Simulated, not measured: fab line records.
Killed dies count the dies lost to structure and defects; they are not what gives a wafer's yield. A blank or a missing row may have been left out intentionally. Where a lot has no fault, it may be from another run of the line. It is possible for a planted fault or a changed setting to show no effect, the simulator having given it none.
What tool caused it? ; flow gf180mcu ; Sampling: 6 lots, 18 wafers, 3 of 602 route steps

== WHAT EACH GAUGE READ, for each wafer ==
GF_HV_LDD_CD_MEAS_07 targets a cd of 400 nm.
lot;measured;on;cd nm (nm)
L869;day 10 05:47;cd sem-01;399.2 399.4 398.3
L876;day 12 12:32;cd sem-01;397.9 398.4 398.4
L880;day 13 14:27;cd sem-01;322.8 324.3 323.6
L882;day 14 03:03;cd sem-01;331.9 332.1 331.5
L884;day 14 21:02;cd sem-02;397.3 399.4 398.2
L890;day 16 18:53;cd sem-02;401.5 402.1 400.1

== EACH LOT AND THE TOOL THAT RAN IT (in order: tool; ch and the chambers of the sampled wafers; start) ==
lot;GF_POLY_GATE_ETCH_12;GF_HV_LDD_DEVELOP_06
L869;rie diel-02 ch 0,2,3, day 9 11:13;litho track-04 ch 0, day 10 05:38
L876;rie diel-02 ch 1,2, day 11 14:53;litho track-02 ch 0, day 12 12:24
L880;rie diel-03 ch 1,2,3, day 12 16:07;litho track-02 ch 0, day 13 14:18
L882;rie diel-04 ch 0,1,2, day 13 04:22;litho track-02 ch 0, day 14 02:54
L884;rie diel-02 ch 0,1,3, day 13 22:39;litho track-01 ch 0, day 14 20:53
L890;rie diel-02 ch 1,2, day 15 19:28;litho track-04 ch 0, day 16 18:44
- GF_POLY_GATE_ETCH_12: etches BARC in N2/H2.
- GF_HV_LDD_DEVELOP_06: develop time 60 s.

== THE ANSWER, worked out from the rows above alone ==
Rule: what is usual is taken from the lots themselves. Put in order of their means at a reading, lots are off if they are a third of the lots or fewer, leave a main group of 4 or more, and stand apart from it by a gap of 3 or more times the standard deviation of the main group's means; of several such gaps the widest counts. A main group whose means are all the same, to the digits that the tables above print for the reading, isn't used. Also off: a lot with no number at a reading for which 4 or more lots have one. Where the step has rows for the other lots, those lots are counted as sound.
Off: L880, L882, at GF_HV_LDD_CD_MEAS_07 (cd nm). The main group has a mean of 399.2 nm with a standard deviation of 1.2.
A tool fits if, at a process step before that reading, it ran every lot that is off, and no sound lot after the first of them. The gauges at GF_HV_LDD_CD_MEAS_07 are tried like those tools. Undecided on this evidence; 2 tools fit (litho track-02 at GF_HV_LDD_DEVELOP_06, cd sem-01 at GF_HV_LDD_CD_MEAS_07).

== WHAT THE SIMULATOR HAD PUT IN ==
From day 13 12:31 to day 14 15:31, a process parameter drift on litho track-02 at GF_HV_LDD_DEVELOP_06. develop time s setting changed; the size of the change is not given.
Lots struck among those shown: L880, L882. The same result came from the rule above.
